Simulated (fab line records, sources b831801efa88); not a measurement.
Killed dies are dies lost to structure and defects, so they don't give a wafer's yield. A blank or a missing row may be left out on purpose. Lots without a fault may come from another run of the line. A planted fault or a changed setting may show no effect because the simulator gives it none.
Tool commonality check | flow gf180mcu | 12 lots, 36 wafers sampled

WHY IT WAS OPENED
At GF_VT_IMPLANT_RS_MEAS_48 the reading LVPWELL_RS is flagged on 3 of 12 lots. Wafers without a fault read 1197 ohm/sq, standard deviation 3.4.
Rule: a lot is flagged when every wafer of it that has a number lies more than 4 standard deviations from that mean, or none has a number. The other lots count as sound.

lot  | measured     | on            | LVPWELL_RS (ohm/sq), wafer by wafer | flag
L226 | day 7 13:16  | film_metro-03 | 1197 1198 1198                      |
L231 | day 8 21:18  | film_metro-02 | 1199 1196 1191                      |
L232 | day 9 05:56  | film_metro-03 | 1199 1201 1204                      |
L233 | day 9 12:01  | film_metro-02 | 1201 1199 1199                      |
L234 | day 9 19:30  | film_metro-02 | 1196 1194 1197                      |
L235 | day 10 00:37 | film_metro-03 | 1200 1202 1199                      |
L236 | day 10 12:13 | film_metro-02 | 1198 1192 1198                      |
L238 | day 11 01:57 | film_metro-03 | 1194 1194 1193                      |
L239 | day 11 03:56 | film_metro-02 | 1197 1198 1196                      |
L242 | day 12 04:38 | film_metro-02 | 1162 1167 1166                      | FLAGGED
L243 | day 12 09:05 | film_metro-02 | 1170 1176 1171                      | FLAGGED
L246 | day 13 04:44 | film_metro-03 | 1177 1175 1168                      | FLAGGED
The numbers of the flagged lots are 1170 ohm/sq on average: -27 ohm/sq against the usual, or -8 standard deviations.

WHICH TOOL RAN EACH LOT
The record holds 1 process step before the reading, out of a route of 602 steps. In each cell: the tool, then ch and the chambers that the sampled wafers went through, then the start.
lot  | flag    | GF_LVPWELL_IMPLANT_09
L226 |         | implanter-02 ch 0, day 3 21:38
L231 |         | implanter-01 ch 0, day 5 00:23
L232 |         | implanter-02 ch 0, day 5 06:37
L233 |         | implanter-01 ch 0, day 5 11:20
L234 |         | implanter-04 ch 0, day 5 17:24
L235 |         | implanter-04 ch 0, day 5 22:17
L236 |         | implanter-02 ch 0, day 6 06:52
L238 |         | implanter-01 ch 0, day 6 17:24
L239 |         | implanter-04 ch 0, day 6 20:14
L242 | FLAGGED | implanter-01 ch 0, day 7 16:18
L243 | FLAGGED | implanter-01 ch 0, day 7 22:20
L246 | FLAGGED | implanter-01 ch 0, day 8 13:18
What these steps do:
- GF_LVPWELL_IMPLANT_09
- GF_VT_IMPLANT_RS_MEAS_48: measures by four-point-probe.

FLAGGED OVER TOTAL, TOOL BY TOOL (the gauges that took the reading come last)
step                     | tool          | lots run | flagged | share of the flagged lots | sound lots run after its first flagged lot
GF_LVPWELL_IMPLANT_09    | implanter-01  | 6        | 3       | all                       | 0
GF_LVPWELL_IMPLANT_09    | implanter-02  | 3        | 0       | none                      | -
GF_LVPWELL_IMPLANT_09    | implanter-04  | 3        | 0       | none                      | -
GF_VT_IMPLANT_RS_MEAS_48 | film_metro-02 | 7        | 2       | some                      | 0
GF_VT_IMPLANT_RS_MEAS_48 | film_metro-03 | 5        | 1       | some                      | 0

WHAT THE TABLE ALLOWS
1 row of the table ran every flagged lot: implanter-01 at GF_LVPWELL_IMPLANT_09.
- implanter-01 at GF_LVPWELL_IMPLANT_09: 3 of its 6 lots flagged. Its last sound lot is L238 (day 6 17:24), its first flagged lot L242 (day 7 16:18): a fault that began between those two fits. Its own readings lie more than 4 standard deviations out on every wafer of the flagged lots: tilt_deg.
One tool is left: implanter-01 at GF_LVPWELL_IMPLANT_09.

WHAT THE SIMULATOR HAD PUT IN
Process parameter drift: implanter-01, from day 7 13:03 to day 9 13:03, at GF_LVPWELL_IMPLANT_09. Setting tilt_deg, moved by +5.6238, from 0. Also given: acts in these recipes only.
Lots struck among those shown: L242, L243, L246. The rule above found the same.
